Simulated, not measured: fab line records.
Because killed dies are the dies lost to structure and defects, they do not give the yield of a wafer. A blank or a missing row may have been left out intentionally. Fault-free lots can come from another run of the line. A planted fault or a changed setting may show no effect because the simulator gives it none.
fab line records	flow sky130
record lots=10	wafers=30	last-day=50
route steps=708 shown METAL4@629 METAL5@671 PASSIVATION@692 PAD_OPEN@708
lots that met no fault: taken from a fault-free run of the same line
start-h: hours from the record's opening day to when the first of the lot's shown wafers began	wait-h: hours since the lot's step before	" the same as in the row above	L1.1+2: one row covering several wafers at once	- no value present, or no start provided	* or withheld: withheld	< > ~ a bound
route shown NAME@n: a module of which the file shows steps, and the number in the route of the first	usual: the fault-free wafers' mean and standard deviation	same: alike in all rows	chamber/n: place in a boat	sites: each site's reading	_std_site: their standard deviation	_edge_site: outer sites' mean less inner sites'	radius-mm: how far each site lies from the wafer's centre	mask NAME#n: copy n	behind: tool/chamber where the wafer was last shaped	hold: the reason the lot was held/the length of the hold in hours/how it ended	device: names the non-switching transistor (n, p or np)	end of line: the route-end tests of the same wafers	a step without rows: its recipe alone	killed: at the first sort, the dies lost to defects and structure; wafer yield is something else	map: a wafer's dies, marking killed ones x, the rest . and places with no die _
set.NAME: the setting as run; set.NAME@STEP: as run at that earlier step	model.NAME: the simulator's own value behind a step, which no gauge read
a sample of lots followed through the steps of the route, with each step as a table and each wafer as a row
services: a tool's chamber out of use, with start hour (start-h, from the record's first day; less than 0 if before it), hours out, and reason
## steps
# step SKY_METAL4_CD_MEAS_13
# recipe target-cd-nm=300
# usual cd-nm=300.7/1.8
lot.wafer	tool	chamber	start-h	wait-h	cd-nm
L412.4	cd-sem-01	-	978.15	-	301.2
L412.5	"	-	"	"	301.2
L412.6	"	-	"	"	300.6
L414.1	cd-sem-02	-	1001.34	-	302.4
L414.3	"	-	"	"	302.5
L414.4	"	-	"	"	301.9
L415.2	cd-sem-02	-	1003.21	-	301.4
L415.3	"	-	"	"	301.3
L415.4	"	-	"	"	300.8
L416.3	cd-sem-02	-	1011.72	-	299.2
L416.4	"	-	"	"	300.3
L416.6	"	-	"	"	300.2
L420.1	cd-sem-01	-	1042.34	-	302.6
L420.2	"	-	"	"	299.0
L420.4	"	-	"	"	301.2
L423.3	cd-sem-02	-	1056.05	-	299.9
L423.4	"	-	"	"	300.1
L423.6	"	-	"	"	300.8
L425.2	cd-sem-01	-	1077.26	-	302.5
L425.4	"	-	"	"	302.4
L425.6	"	-	"	"	300.7
L426.2	cd-sem-01	-	1083.48	-	302.6
L426.3	"	-	"	"	301.5
L426.5	"	-	"	"	302.9
L427.3	cd-sem-01	-	1085.85	-	302.7
L427.5	"	-	"	"	303.3
L427.6	"	-	"	"	302.6
L434.2	cd-sem-01	-	1135.30	-	301.3
L434.4	"	-	"	"	301.2
L434.5	"	-	"	"	302.4
# step SKY_METAL5_SOFTBAKE_10
# recipe temp-c=90	time-s=61.79	resist=NOVOLAK
# usual plate-sensor-t-centre-C=90.758/0.0099	plate-sensor-t-edge-C=90.830/0.011
lot.wafer	tool	chamber	start-h	wait-h	plate-sensor-t-centre-C	plate-sensor-t-edge-C
L412.4	litho-track-01	0	1015.00	0.1	90.747	90.836
L412.5	"	0	"	"	90.757	90.843
L412.6	"	0	"	"	90.769	90.818
L414.1	litho-track-03	0	1037.89	0.1	90.761	90.829
L414.3	"	0	"	"	90.761	90.838
L414.4	"	0	"	"	90.769	90.816
L415.2	litho-track-03	0	1039.47	0.1	90.747	90.839
L415.3	"	0	"	"	90.767	90.831
L415.4	"	0	"	"	90.743	90.855
L416.3	litho-track-01	0	1048.17	0.1	90.749	90.819
L416.4	"	0	"	"	90.760	90.832
L416.6	"	0	"	"	90.759	90.833
L420.1	litho-track-04	0	1076.66	0.1	90.760	90.832
L420.2	"	0	"	"	90.752	90.845
L420.4	"	0	"	"	90.752	90.826
L423.3	litho-track-04	0	1091.21	0.1	90.768	90.826
L423.4	"	0	"	"	90.756	90.828
L423.6	"	0	"	"	90.773	90.833
L425.2	litho-track-04	0	1111.39	0.1	90.759	90.837
L425.4	"	0	"	"	90.785	90.834
L425.6	"	0	"	"	90.762	90.841
L426.2	litho-track-01	0	1116.50	0.1	90.766	90.838
L426.3	"	0	"	"	90.768	90.833
L426.5	"	0	"	"	90.755	90.814
L427.3	litho-track-04	0	1118.76	0.1	90.761	90.836
L427.5	"	0	"	"	90.791	90.834
L427.6	"	0	"	"	90.775	90.836
L434.2	litho-track-03	0	1164.77	0.1	90.758	90.831
L434.4	"	0	"	"	90.754	90.835
L434.5	"	0	"	"	90.761	90.825
# step SKY_METAL5_METAL_ETCH_15
# recipe target-depth-a=12600	stop-on=SiO2	over-etch-frac=0.2	time-s=252	chemistry=Cl2/BCl3	resist-sidewall-deg=86	pressure-mtorr=10	icp-w=900	bias-w=48.5	Cl2_flow_sccm=60	bcl3-flow-sccm=30
# usual bcl3-flow-sccm=30.00/0.08	drypump-motor-current-A=5.7/0.56	oes-product-au=0.894/0.0053	rf-fwd-power-W=896.9/2.9	throttle-valve-pct=22.263/0.0098
lot.wafer	tool	chamber	start-h	wait-h	bcl3-flow-sccm	drypump-motor-current-A	oes-product-au	rf-fwd-power-W	rf-hours-counter-h	throttle-valve-pct
L412.4	rie-metal-01	1	1026.52	0.1	30.08	6.4	0.890	893.2	-	22.262
L412.5	"	0	"	"	29.95	6.4	0.897	898.6	-	22.276
L412.6	"	1	"	"	29.87	6.4	0.903	897.9	-	22.275
L414.1	rie-metal-01	1	1048.78	0.0	30.08	6.4	0.899	899.8	18	22.275
L414.3	"	0	"	"	30.02	6.4	0.903	895.9	-	22.276
L414.4	"	1	"	"	29.94	6.4	0.898	895.3	-	22.274
L415.2	rie-metal-04	0	1050.23	0.0	30.03	5.9	0.897	895.5	18	22.272
L415.3	"	1	"	"	30.00	5.5	0.898	900.8	-	22.269
L415.4	"	0	"	"	29.98	5.9	0.893	896.5	-	22.265
L416.3	rie-metal-01	1	1058.18	0.1	30.02	6.4	0.896	899.5	-	22.239
L416.4	"	0	"	"	30.05	6.4	0.893	897.8	-	22.268
L416.6	"	1	"	"	30.02	6.4	0.891	900.2	-	22.276
L420.1	rie-metal-01	1	1087.16	0.1	30.03	6.4	0.897	1039.0	22	22.265
L420.2	"	1	"	"	30.10	6.4	0.906	1044.7	-	22.243
L420.4	"	1	"	"	29.88	6.4	0.896	1039.4	-	22.279
L423.3	rie-metal-01	0	1101.48	0.1	30.11	6.4	0.883	900.5	-	22.274
L423.4	"	1	"	"	29.91	6.4	0.898	1041.7	-	22.258
L423.6	"	0	"	"	30.09	6.4	0.898	896.2	-	22.255
L425.2	rie-metal-02	0	1120.93	0.0	29.97	5.2	0.886	899.1	23	22.251
L425.4	"	1	"	"	30.02	5.0	0.896	897.9	-	22.243
L425.6	"	1	"	"	30.13	5.0	0.893	897.9	-	22.266
L426.2	rie-metal-02	1	1126.11	0.0	29.94	5.0	0.888	897.9	20	22.257
L426.3	"	0	"	"	30.00	5.2	0.900	897.6	-	22.274
L426.5	"	1	"	"	29.88	5.0	0.897	892.4	-	22.253
L427.3	rie-metal-04	1	1129.04	0.1	29.96	5.5	0.883	899.4	-	22.257
L427.5	"	1	"	"	30.06	5.5	0.892	897.2	-	22.240
L427.6	"	0	"	"	30.08	5.9	0.887	899.1	-	22.262
L434.2	rie-metal-02	1	1173.42	0.1	30.15	5.0	0.894	892.5	-	22.266
L434.4	"	1	"	"	30.06	5.0	0.893	895.8	-	22.257
L434.5	"	1	"	"	30.06	5.0	0.889	894.9	-	22.264
# step SKY_METAL5_STRIP_16
# recipe chemistry=O2/N2	power-w=1400	pressure-mtorr=1500	platen-temp-c=withheld	o2-flow-sccm=3000	n2-flow-sccm=300	overash-fraction=0.5
# usual drypump-motor-current-A=5.68/0.22	n2-flow-sccm=300.0/0.95	oes-product-au=0.710/0.0043	strip-time-to-endpoint-s=13.07/0.13
lot.wafer	tool	chamber	start-h	wait-h	drypump-motor-current-A	n2-flow-sccm	oes-product-au	rf-hours-counter-h	strip-time-to-endpoint-s
L412.4	plasma-asher-03	0	1026.71	0.1	5.68	299.8	0.703	-	13.03
L412.5	"	1	"	"	5.64	299.5	0.705	-	12.85
L412.6	"	0	"	"	5.70	299.8	0.711	-	13.00
L414.1	plasma-asher-03	1	1049.01	0.2	5.67	298.7	0.710	116	12.86
L414.3	"	0	"	"	5.68	299.0	0.712	-	12.84
L414.4	"	1	"	"	5.67	298.5	0.716	-	12.89
L415.2	plasma-asher-04	1	1050.46	0.2	5.54	301.0	0.706	93	13.28
L415.3	"	1	"	"	5.50	301.3	0.710	-	13.03
L415.4	"	0	"	"	5.83	301.0	0.714	-	13.22
L416.3	plasma-asher-04	1	1058.37	0.1	5.51	298.5	0.709	-	12.97
L416.4	"	0	"	"	5.84	300.2	0.716	-	12.96
L416.6	"	0	"	"	5.88	299.7	0.706	-	12.96
L420.1	plasma-asher-02	1	1087.63	0.4	6.10	299.4	0.708	37	11.86
L420.2	"	0	"	"	5.26	301.6	0.712	37	11.72
L420.4	"	1	"	"	6.12	300.3	0.711	-	11.91
L423.3	plasma-asher-03	0	1101.67	0.1	5.66	299.7	0.712	-	12.91
L423.4	"	1	"	"	5.69	300.2	0.708	-	11.85
L423.6	"	1	"	"	5.69	299.9	0.713	-	12.95
L425.2	plasma-asher-03	0	1121.16	0.2	5.69	298.1	0.717	5	13.24
L425.4	"	0	"	"	5.70	299.0	0.705	-	12.97
L425.6	"	0	"	"	5.72	300.5	0.708	-	13.05
L426.2	plasma-asher-02	0	1126.34	0.2	5.22	299.0	0.704	41	12.93
L426.3	"	1	"	"	6.09	300.5	0.714	-	13.18
L426.5	"	1	"	"	6.11	300.2	0.709	-	13.02
L427.3	plasma-asher-04	0	1129.23	0.1	5.83	299.6	0.702	-	13.02
L427.5	"	0	"	"	5.84	299.7	0.712	-	13.01
L427.6	"	1	"	"	5.50	300.7	0.711	-	13.23
L434.2	plasma-asher-03	0	1173.81	0.3	5.68	301.8	0.712	11	13.06
L434.4	"	1	"	"	5.68	299.3	0.709	-	13.09
L434.5	"	1	"	"	5.67	301.1	0.700	-	13.03
# step SKY_PASSIVATION_ETCH_11
# recipe chemistry=CF4/O2	target-depth-nm=725	stop-on=AlCu	source-w=800	bias-w=152.4	pressure-mtorr=150	cf4-flow-sccm=80	O2_flow_sccm=10	time-s=161.1
# usual drypump-motor-current-A=5.6/0.45	oes-product-au=0.977/0.0068	rf-fwd-power-W=796.9/2.3	throttle-valve-pct=5.965/0.01
lot.wafer	tool	chamber	start-h	wait-h	drypump-motor-current-A	oes-product-au	rf-fwd-power-W	rf-hours-counter-h	throttle-valve-pct
L412.4	rie-diel-02	0	1049.51	-	5.4	0.972	797.8	-	5.952
L412.5	"	3	"	"	6.0	0.981	797.5	-	5.963
L412.6	"	1	"	"	6.7	0.982	792.0	-	5.974
L414.1	rie-diel-02	2	1071.31	-	5.9	0.980	798.1	11	5.966
L414.3	"	0	"	"	5.4	0.968	794.8	23	5.969
L414.4	"	3	"	"	6.0	0.985	794.4	24	5.961
L415.2	rie-diel-04	0	1071.96	-	5.5	0.974	794.4	17	5.961
L415.3	"	2	"	"	4.9	0.973	794.9	24	5.981
L415.4	"	1	"	"	5.9	0.977	793.2	18	5.969
L416.3	rie-diel-04	2	1080.41	-	4.9	0.976	795.5	25	5.951
L416.4	"	1	"	"	5.8	0.976	798.9	19	5.961
L416.6	"	2	"	"	4.9	0.973	797.0	-	5.960
L420.1	rie-diel-04	1	1108.63	-	5.9	0.977	798.5	20	5.952
L420.2	"	3	"	"	5.1	0.962	793.6	14	5.959
L420.4	"	2	"	"	4.9	0.977	794.8	26	5.965
L423.3	rie-diel-01	3	1121.51	-	5.5	0.963	798.7	14	5.971
L423.4	"	0	"	"	5.9	0.983	794.5	-	5.962
L423.6	"	2	"	"	5.7	0.981	794.7	-	5.958
L425.2	rie-diel-02	1	1141.42	-	6.7	0.969	795.1	23	5.957
L425.4	"	0	"	"	5.4	0.985	799.6	26	5.991
L425.6	"	0	"	"	5.5	0.978	797.3	-	5.965
L426.2	rie-diel-01	1	1145.76	-	5.1	0.974	797.2	12	5.967
L426.3	"	2	"	"	5.6	0.974	795.8	17	5.962
L426.5	"	2	"	"	5.7	0.982	796.9	-	5.982
L427.3	rie-diel-04	1	1148.67	-	5.9	0.970	796.1	21	5.954
L427.5	"	3	"	"	5.1	0.978	795.3	-	5.960
L427.6	"	0	"	"	5.5	0.983	796.2	-	5.973
L434.2	rie-diel-01	3	1190.17	-	5.5	0.972	800.2	16	5.965
L434.4	"	2	"	"	5.7	0.984	797.7	19	5.969
L434.5	"	2	"	"	5.6	0.982	796.0	-	5.973
# step SKY_PAD_OPEN_PROBE_99
# usual defect-limited-yield=82.6/2.1	killed_at_M0_to_M3=44/7.5	killed_at_M4_up=3.1/1.7	killed-at-contacts=24/6.2	killed-at-front-end=15/4.2	killed-at-other=0.4/0.58	killed-dies=85/10	killed-open=47/7.7	killed-short=38/6.4	sort_bin_3_pad_short=0.8/0.41	sort_bin_5_function=10.3/1.7	sort_bin_6_memory=6.2/1.1	sort-n-pass=407/10	sort-yield-pct=82.6/2.1
# same gross-dies=492	killed-at-back-side=0	sort_bin_4_leakage[%]=0	sort_bin_8_speed[%]=0
lot.wafer	tool	chamber	start-h	wait-h	defect-limited-yield[%]	killed_at_M0_to_M3	killed_at_M4_up	killed-at-contacts	killed-at-front-end	killed-at-other	killed-dies	killed-open	killed-short	sort_bin_3_pad_short[%]	sort_bin_5_function[%]	sort_bin_6_memory[%]	sort-n-pass	sort-yield-pct[%]
L423.3	prober-01	-	1142.62	0.2	84.1	27	6	30	14	1	78	42	36	0.6	7.9	7.3	414	84.1
L423.4	prober-01	-	1142.67	0.2	87.4	27	6	18	11	0	62	37	25	1.0	4.9	6.7	430	87.4
L423.6	prober-01	-	1142.77	0.2	83.5	41	4	16	19	1	81	41	39	0.6	11.2	4.7	411	83.5
L427.3	prober-01	-	1167.69	0.2	81.7	52	1	25	12	0	90	46	44	1.2	10.2	6.9	402	81.7
L427.5	prober-01	-	1167.79	0.2	85.6	35	4	25	7	0	71	40	30	0.8	9.1	4.5	421	85.6
L427.6	prober-01	-	1167.84	0.2	84.3	52	4	20	1	0	77	42	35	0.2	9.8	5.7	415	84.3
# killed by level:class
L423.3 CONTACT:geometric-particle:open=10 CONTACT:geometric-particle:short=9 LI_CONTACT:geometric-particle:open=7 VIA2:geometric-particle:open=6 METAL4:geometric-particle:short=6 FIELD_ISO:geometric-particle:short=4 FIELD_ISO:geometric-particle:open=4 VIA1:geometric-particle:short=4
L423.4 VIA1:geometric-particle:open=8 CONTACT:geometric-particle:open=6 VIA1:geometric-particle:short=6 LI_CONTACT:geometric-particle:open=5 VIA2:geometric-particle:open=5 METAL4:geometric-particle:short=5 POLY_GATE:geometric-particle:short=4 CONTACT:geometric-particle:short=4
L423.6 METAL1:geometric-particle:short=8 VIA1:geometric-particle:open=8 FIELD_ISO:geometric-particle:short=7 CONTACT:geometric-particle:open=6 VIA2:geometric-particle:open=6 LI_CONTACT:geometric-particle:open=5 METAL2:geometric-particle:short=5 FIELD_ISO:geometric-particle:open=4
L427.3 VIA1:geometric-particle:open=10 METAL2:geometric-particle:short=10 CONTACT:geometric-particle:open=9 METAL3:geometric-particle:short=7 LI_CONTACT:geometric-particle:open=5 VIA2:geometric-particle:open=5 FIELD_ISO:geometric-particle:open=4 FIELD_ISO:geometric-particle:short=4
L427.5 CONTACT:geometric-particle:open=8 METAL2:geometric-particle:short=7 CONTACT:geometric-particle:short=6 LOCAL_INTERCONNECT:geometric-particle:open=5 VIA1:geometric-particle:open=5 LI_CONTACT:geometric-particle:open=4 METAL1:geometric-particle:short=4 METAL3:geometric-particle:short=4
L427.6 VIA1:geometric-particle:open=11 VIA2:geometric-particle:open=11 CONTACT:geometric-particle:open=7 METAL1:geometric-particle:short=6 METAL2:geometric-particle:short=6 LI_CONTACT:geometric-particle:open=4 VIA1:geometric-particle:short=4 LI_CONTACT:geometric-particle:short=3
## services
tool	chamber	start-h	hours	kind
rie-diel-04	0	998.54	7.8	repair
rie-diel-01	1	1011.78	5.8	repair
rie-diel-04	2	1040.70	7.4	repair
rie-diel-02	2	1045.75	3.9	repair
rie-diel-02	-	1048.18	1.1	repair
rie-metal-02	-	1053.82	0.5	repair
plasma-asher-03	-	1055.25	9.0	pm
plasma-asher-03	0	1055.25	9.0	vent-cycle
plasma-asher-03	1	1055.25	9.0	vent-cycle
rie-metal-02	-	1062.40	14.6	pm
plasma-asher-03	0	1064.25	-	clean
plasma-asher-03	1	1064.25	-	clean
rie-metal-01	0	1070.29	-	clean
plasma-asher-02	-	1075.28	0.8	repair
rie-diel-01	-	1079.50	1.7	repair
rie-metal-01	-	1109.55	0.8	repair
rie-diel-01	1	1109.59	13.3	repair
rie-diel-01	3	1117.67	2.6	repair
plasma-asher-04	-	1121.70	2.8	pm
plasma-asher-02	-	1127.48	2.8	pm
rie-diel-01	-	1131.10	0.3	repair
rie-diel-01	-	1176.84	1.1	repair
plasma-asher-03	-	1183.73	9.3	repair
plasma-asher-02	-	1184.53	3.5	repair
## key
first-sign step=SKY_METAL5_METAL_ETCH_15	reading=rf-fwd-power-W	direction=up	sigmas=49	usual=896.9	struck=1041.2
effect step=SKY_METAL5_STRIP_16	reading=strip-time-to-endpoint-s	direction=down	sigmas=9.7	usual=*	struck=*
met-at SKY_METAL5_METAL_ETCH_15
struck-lots L420,L423
struck-wafers L420.1,L420.2,L420.4,L423.4
not-acting-at SKY_METAL4_CD_MEAS_13,SKY_METAL5_SOFTBAKE_10,SKY_PASSIVATION_ETCH_11
onset-between 1058.18 1087.16
fault kind=process-parameter-drift	tool=rie-metal-01	chamber=1	onset-h=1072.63	steps=SKY_METAL5_METAL_ETCH_15	channel=icp-w	offset=144	shape=step	end-h=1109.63	acts-in=these-recipes-only	stated=900
